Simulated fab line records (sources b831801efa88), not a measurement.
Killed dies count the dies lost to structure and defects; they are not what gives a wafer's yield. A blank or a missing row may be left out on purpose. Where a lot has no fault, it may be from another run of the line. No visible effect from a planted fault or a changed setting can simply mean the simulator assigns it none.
A struck lot beside a sound one / flow sfq-line / 28 out of 325 route steps
Sound: these wafers, L344.1, L344.4, L344.5. Struck: wafer L343.2. (L343.1 of the same lot was not struck and is left out.) The cause comes at the end.
Each step with rows lists, per side, the tool, then ch with its chambers, then its first start. Under that, the readings that differ: sound wafers / struck wafers / difference of the means / sigmas: that difference in standard deviations of wafers without a fault.
alike: same words and numbers on both sides, and readings whose means sit less than 2 such deviations apart. not compared: any withheld reading, any reading some wafer has no value for, any bound like >300 that may hide the same value, and any number with overlapping values for which the record gives no deviation.
A row with sigmas, a row that says differs or no value, or rows on one side alone: a step with any of these is where the two part. Numbers that don't overlap but have no deviation are shown without sigmas and don't part them. A reading missing from all wafers of one side parts the sides only when that side holds two or more wafers.

first, 6 steps without rows for these wafers: SFQ_TRILAYER_M1_LITHO_COAT_044 (resist thk 62 nm); SFQ_TRILAYER_M1_LITHO_COAT_039 (resist thk 600 nm); SFQ_TRILAYER_M1_LITHO_SOFTBAKE_043; SFQ_TRILAYER_M1_LITHO_EXPOSE_040 (exposes mask M1, target cd 500 nm); SFQ_TRILAYER_M1_LITHO_PEB_042 (peb time 60 s); SFQ_TRILAYER_M1_LITHO_DEVELOP_041 (time 60 s).
SFQ_M1_OVL_MEAS_911:
  sound on overlay-01, day 26 17:01; struck on overlay-02, day 26 15:49
reading=M1_OVL (nm); sound=3 -9 -2; struck=10; difference=+13; sigmas=+3
SFQ_TRILAYER_M1_BARC_OPEN_METAL_ETCH_054: etches BARC in O2, target depth 125 nm, time 41.7 s.
  sound on rie-metal-03 ch 0,1, day 26 17:03; struck on rie-metal-04 ch 0, day 26 15:51
  alike: bias-w, drypump-motor-current-A, oes-product-au
  not compared: rf-hours-counter-h
then, 1 step without rows for these wafers: SFQ_TRILAYER_M1_ETCH_METAL_ETCH_042 (etches Nb in Cl2/Ar, stops on SiO2, target depth 240 nm, time 120 s).
SFQ_TRILAYER_M1_STRIP_STRIP_043: strips in O2.
  sound on rie-metal-03 ch 0,1, day 26 17:14; struck on rie-metal-04 ch 0, day 26 16:02
  alike: drypump-motor-current-A, oes-product-au
  not compared: rf-hours-counter-h
then, 1 step without rows for these wafers: SFQ_TRILAYER_M1_STRIP_SOLV_CLEAN_044 (cleans in NMP, time 600 s).
SFQ_TRILAYER_I1_DEP_PECVD_045: deposits SiO2 from SiH4/N2O, time 111.11 s, target thk 500 nm.
  sound on pecvd-04 ch 0,1, day 26 18:01; struck on pecvd-01 ch 1, day 26 16:49
  alike: heater-power-w, throttle-valve-pct
SFQ_TRILAYER_I1_CMP_CMP_046: polishes SiO2.
  sound on cmp-01 ch 2,3, day 26 18:05; struck on cmp-02 ch 2, day 26 16:53
reading=model.SiO2_of_TRILAYER_I1_DEP_PECVD_045.thk-nm (nm); sound=199.4 197.3 200.8; struck=214.8; difference=+15.6; sigmas=
  alike: motor-current-A, time-to-endpoint-s
SFQ_I1_BOW_MEAS_912:
  sound on film-metro-04, day 26 21:05; struck on film-metro-02, day 26 19:53
  alike: I1_BOW
SFQ_TRILAYER_I1_METRO_MEASURE_047:
  sound on film-metro-04, day 26 21:13; struck on film-metro-02, day 26 20:01
reading=thk-nm (nm); sound=199.4 197.1 200.9; struck=214.7; difference=+15.6; sigmas=+14
then, 6 steps without rows for these wafers: SFQ_TRILAYER_I1_VIA_LITHO_COAT_054 (resist thk 62 nm); SFQ_TRILAYER_I1_VIA_LITHO_COAT_049 (resist thk 650 nm); SFQ_TRILAYER_I1_VIA_LITHO_SOFTBAKE_053; SFQ_TRILAYER_I1_VIA_LITHO_EXPOSE_050 (exposes mask I1, target cd 500 nm); SFQ_TRILAYER_I1_VIA_LITHO_PEB_052 (peb time 60 s); SFQ_TRILAYER_I1_VIA_LITHO_DEVELOP_051 (time 60 s).
-- the record jumps here: 7 days lie between the struck wafers' starts before and after --
SFQ_I1_OVL_MEAS_913:
  sound on overlay-01, day 33 13:04; struck on overlay-02, day 33 11:52
reading=I1_OVL (nm); sound=-14 -5 -7; struck=7; difference=+16; sigmas=+2
SFQ_TRILAYER_I1_VIA_BARC_OPEN_VIA_ETCH_071: etches BARC in O2, target depth 125 nm, time 41.7 s.
  sound on rie-diel-04 ch 0,1,2, day 33 13:06; struck on rie-diel-03 ch 2, day 33 11:54
  alike: bias-w, drypump-motor-current-A, oes-product-au
  not compared: rf-hours-counter-h
SFQ_TRILAYER_I1_VIA_ETCH_VIA_ETCH_052: etches SiO2 in CHF3, stops on Nb, target depth 260 nm.
  sound on rie-diel-04 ch 0,1,2, day 33 13:08; struck on rie-diel-03 ch 2, day 33 11:56
reading=oes-product-au (a.u.); sound=0.857 0.845 0.861; struck=0.885; difference=+0.031; sigmas=+6
reading=model.I1.feature-depth-nm (nm); sound=199.4 197.3 200.8; struck=214.8; difference=+15.6; sigmas=
reading=model.etch.depth-nm (nm); sound=199.4 197.3 200.8; struck=214.8; difference=+15.6; sigmas=
  alike: bias-w, drypump-motor-current-A
then, 2 steps without rows for these wafers: SFQ_TRILAYER_I1_VIA_STRIP_STRIP_053 (strips in O2); SFQ_TRILAYER_I1_VIA_STRIP_SOLV_CLEAN_054 (cleans in NMP, time 600 s).
SFQ_TRILAYER_M2_DEP_PRE_CLEAN_056: time 22.5 s.
  sound on pvd-sputter-05, day 33 14:02; struck on pvd-sputter-06, day 33 12:50
reading=model.SiO2_of_TRILAYER_I1_DEP_PECVD_045.thk-nm (nm); sound=191.9 189.8 193.3; struck=207.3; difference=+15.6; sigmas=
SFQ_TRILAYER_M2_DEP_SPUTTER_055: material Nb, target thk 200 nm, time 133.3 s.
  sound on pvd-sputter-05, day 33 14:03; struck on pvd-sputter-06, day 33 12:51
  alike: base-pressure-pa, resputter-cathode-voltage-v, throttle-valve-pct

WHERE THEY PART
Last at SFQ_TRILAYER_I1_VIA_ETCH_VIA_ETCH_052 as far as this record goes, first at SFQ_M1_OVL_MEAS_911. Later steps at which nothing parts them and some readings are alike: SFQ_TRILAYER_M2_DEP_SPUTTER_055.

WHY: what the simulator had put in
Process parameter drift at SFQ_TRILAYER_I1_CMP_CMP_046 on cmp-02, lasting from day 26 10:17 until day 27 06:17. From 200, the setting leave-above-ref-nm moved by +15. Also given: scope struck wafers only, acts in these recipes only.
